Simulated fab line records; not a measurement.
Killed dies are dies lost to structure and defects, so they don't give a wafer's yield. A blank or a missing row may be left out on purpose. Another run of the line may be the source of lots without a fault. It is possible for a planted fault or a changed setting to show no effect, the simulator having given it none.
2 desks, one fault    flow sky130    numbers are kept per desk, each desk with only its own; the story behind them comes last

== TOOL OWNER'S DESK, ilineStepper-02 ==
The tool's own readings at SKY_VT_ADJUST_HVTP_EXPOSE_04 (exposes mask HVTPM, target cd 380 nm): means of the sampled wafers that have a number, for each lot that ran on this tool. If a lot's mean is further than 4 standard deviations from the usual mean, the lot is out of limits and carries the mark OUT (the distance appears in the brackets).
Columns: A = focusOffsetNm at SKY_VT_ADJUST_HVTP_EXPOSE_04, usual 0.0 nm
lot   first seen here  A
L673  day 5 16:08      -0.5
L679  day 7 06:49      0.0
L680  day 7 13:59      -0.3
L681  day 7 19:22      0.2
L682  day 7 23:16      -0.1
L684  day 8 12:29      -0.4
L687  day 9 09:47      0.3
L689  day 9 20:27      0.0
Finding of this desk: none of the 8 lots has anything out of limits.

== METROLOGY DESK ==
Means of the sampled wafers that have a number, per lot and without regard to the tool the lot ran on: this is what the gauges read. If a lot's mean is further than 4 standard deviations from the usual mean, the lot is out of limits and carries the mark OUT (the distance appears in the brackets).
Columns: A = DNWELL_TW at SKY_DNWELL_TW_MEAS_09, usual 1111; B = NWELL_TW at SKY_NWELL_TW_MEAS_15, usual 1817; C = cdNm at SKY_VT_ADJUST_HVTP_CD_MEAS_07, usual 379.9 nm
lot   first seen here  A     B     C
L673  day 3 02:40      1112  1792  378.8
L676  day 3 20:55      1099  1829  377.0
L677  day 4 02:59      1121  1807  378.6
L679  day 4 12:23      1120  1802  383.2
L680  day 4 19:23      1096  1802  380.2
L681  day 5 00:31      1115  1809  382.3
L682  day 5 02:53      1103  1802  378.2
L683  day 5 10:01      1100  1817  381.3
L684  day 5 14:50      1114  1823  386.5
L685  day 5 20:47      1106  1807  379.2
L687  day 6 09:49      1114  1824  371.0
L688  day 6 11:58      1127  1817  381.8
L689  day 6 18:56      1119  1816  371.8
Finding of this desk: none of the 13 lots has anything out of limits.

== BROUGHT TOGETHER ==
Nothing out of limits was seen by the tool owner's desk.
Metrology desk: nothing out of limits seen.

== WHAT THE SIMULATOR HAD PUT IN ==
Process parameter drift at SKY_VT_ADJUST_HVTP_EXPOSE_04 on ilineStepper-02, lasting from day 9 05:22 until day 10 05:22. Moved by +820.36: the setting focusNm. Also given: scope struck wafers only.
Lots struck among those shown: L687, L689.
